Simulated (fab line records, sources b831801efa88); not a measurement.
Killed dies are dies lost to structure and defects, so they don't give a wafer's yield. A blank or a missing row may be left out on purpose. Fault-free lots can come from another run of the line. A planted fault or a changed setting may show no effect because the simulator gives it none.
Which of the tools did it? / flow sky130 / 6 lots with 18 wafers sampled at 2 steps, on a route of 708 steps

## WHAT THE GAUGES SHOWED, per wafer
SKY_FIELD_ISO_THK_MEAS_23.
lot=L151; measured=day 2 18:48; on=film metro-04; FIELD_ISO_OXIDATION_01_THK (nm)=10.15 10.03 10.20
lot=L154; measured=day 3 09:48; on=film metro-03; FIELD_ISO_OXIDATION_01_THK (nm)=9.86 9.88 9.98
lot=L161; measured=day 4 20:49; on=film metro-03; FIELD_ISO_OXIDATION_01_THK (nm)=10.00 10.05 10.11
lot=L163; measured=day 5 08:47; on=film metro-04; FIELD_ISO_OXIDATION_01_THK (nm)=- - -
lot=L165; measured=day 5 19:13; on=film metro-03; FIELD_ISO_OXIDATION_01_THK (nm)=10.05 10.01 10.04
lot=L171; measured=day 7 07:53; on=film metro-04; FIELD_ISO_OXIDATION_01_THK (nm)=10.10 10.11 10.23

## TOOL THAT RAN EACH LOT (tool first, then ch and the chambers of the sampled wafers, then the start)
lot=L151; SKY_FIELD_ISO_CVD_03=lpcvd-02 ch 1, day 1 23:32
lot=L154; SKY_FIELD_ISO_CVD_03=lpcvd-02 ch 1, day 2 14:20
lot=L161; SKY_FIELD_ISO_CVD_03=lpcvd-02 ch 1, day 3 23:41
lot=L163; SKY_FIELD_ISO_CVD_03=lpcvd-02 ch 0, day 4 11:21
lot=L165; SKY_FIELD_ISO_CVD_03=lpcvd-02 ch 1, day 4 20:34
lot=L171; SKY_FIELD_ISO_CVD_03=lpcvd-02 ch 0, day 6 03:52
- SKY_FIELD_ISO_CVD_03: deposits Si3N4 from DCS/NH3, target thk 165 nm, time 2830 s.

## THE ANSWER, worked out from the rows above alone
Rule: the lots themselves supply what counts as usual. The widest of any qualifying gaps counts: lots, ordered by their means at a reading, are off when they make up no more than a third of the lots, leave a main group of 4 or more, and stand apart from it by 3 or more times the standard deviation of that group's means. If all means in a main group match to the digits the tables above print for the reading, that group is not used. A lot without any number at a reading at which 4 lots or more have one is off too. The other lots that the step has rows for count as sound.
Off: L163, at SKY_FIELD_ISO_THK_MEAS_23 (FIELD_ISO_OXIDATION_01_THK). Without a number there: L163. For the main group the mean is 10.05 nm and the standard deviation 0.085.
A tool fits if, at a process step before that reading, it ran every lot that is off, and no sound lot after the first of them. Gauges at SKY_FIELD_ISO_THK_MEAS_23: tried the same way as those tools. None of those tried fits.

## WHAT WAS PUT IN BY THE SIMULATOR
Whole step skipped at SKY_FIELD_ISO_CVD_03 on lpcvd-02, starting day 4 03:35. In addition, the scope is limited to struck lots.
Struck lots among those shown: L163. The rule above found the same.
